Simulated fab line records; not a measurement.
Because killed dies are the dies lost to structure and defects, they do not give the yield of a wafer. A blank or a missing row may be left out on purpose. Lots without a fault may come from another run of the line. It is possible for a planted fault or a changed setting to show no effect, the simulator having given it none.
Problem report, 8D (eight disciplines) form, completed by code	flow gf180mcu	the parts of the form that need people (team, actions taken, sign-off) are left out

## 1. PROBLEM STATEMENT
Mean of doseIonsCm2 at GF_HV_LDD_IMPLANT_35: 7.992e+12 across 9 wafers in 3 lots; on wafers with no fault it is 7.499e+12 (standard deviation 9.4e+09). That is +52 standard deviations from the usual mean.
Seen first at day 13 15:15 on implanter-02, wafer L441.4. The record has a number at this step for 42 wafers belonging to 14 lots. Rule for "out", or "out of limits": more than 4 standard deviations from the usual mean. Any other wafer with a number is counted as sound.

## 2. WHAT IT IS AND WHAT IT IS NOT
question	is	is not
which readings at this step	doseIonsCm2	-
which lots	L441, L443, L444	L436, L437, L442, L445, L449, L451, L452, L453, L454, L455, L458
which wafers of those lots	all that have a number	-
read on which tools	implanter-02	implanter-01, implanter-03
when	from day 13 15:15	up to then (6 sound wafers); but 27 sound wafers of L442, L445, L449, L451, L452, L453, L454, L455, L458 came after

## 3. THE SUSPECTS, EACH WITH WHAT RULES IT OUT
Counting: a tool stays on the suspect list if, at a process step up to the reading, it processed all lots that are out and no sound lot following the first of them.
- implanter-02 at GF_HV_LDD_IMPLANT_35: ruled out as a lasting fault. Following L441 (day 13 15:15), the first lot on it that is out, the sound lots L455 were run on it.
Left after counting: nothing in the record.

## 4. THE CAUSE (what the simulator had put in)
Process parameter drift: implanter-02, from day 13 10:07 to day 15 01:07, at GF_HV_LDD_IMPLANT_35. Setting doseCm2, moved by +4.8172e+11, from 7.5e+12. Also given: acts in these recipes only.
Counting ruled it out, wrongly.

## 5. THE EFFECT CHAIN, in route order
Each row: a reading where the mean over the struck wafers with a number is more than 3 standard deviations away from the usual. Only readings for which the record gives a usual standard deviation are gone through. hours: the time from each lot's start at the first step in this table that gives one to its start at this step, as a median over the lots. sigmas: the change in usual standard deviations.
hours	step	reading	usual	on struck wafers	change	sigmas
0	GF_HV_LDD_IMPLANT_35	doseIonsCm2	7.499e+12	7.992e+12	+4.927e+11	+52
0	GF_HV_LDD_IMPLANT_35	faradayCurrentUA	42.4	45.0	+2.6	+3.4
Its process steps:
- GF_HV_LDD_IMPLANT_35
Later steps that measure or inspect, where all struck wafers having a row at the step show a number for every such reading and not one has moved that far: GF_SALICIDE_THK_MEAS_05.

## 6. WHAT WOULD HAVE CAUGHT IT SOONER
In this record the first reading out of limits was taken at day 13 15:15, 5 hours after the fault began at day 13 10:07.
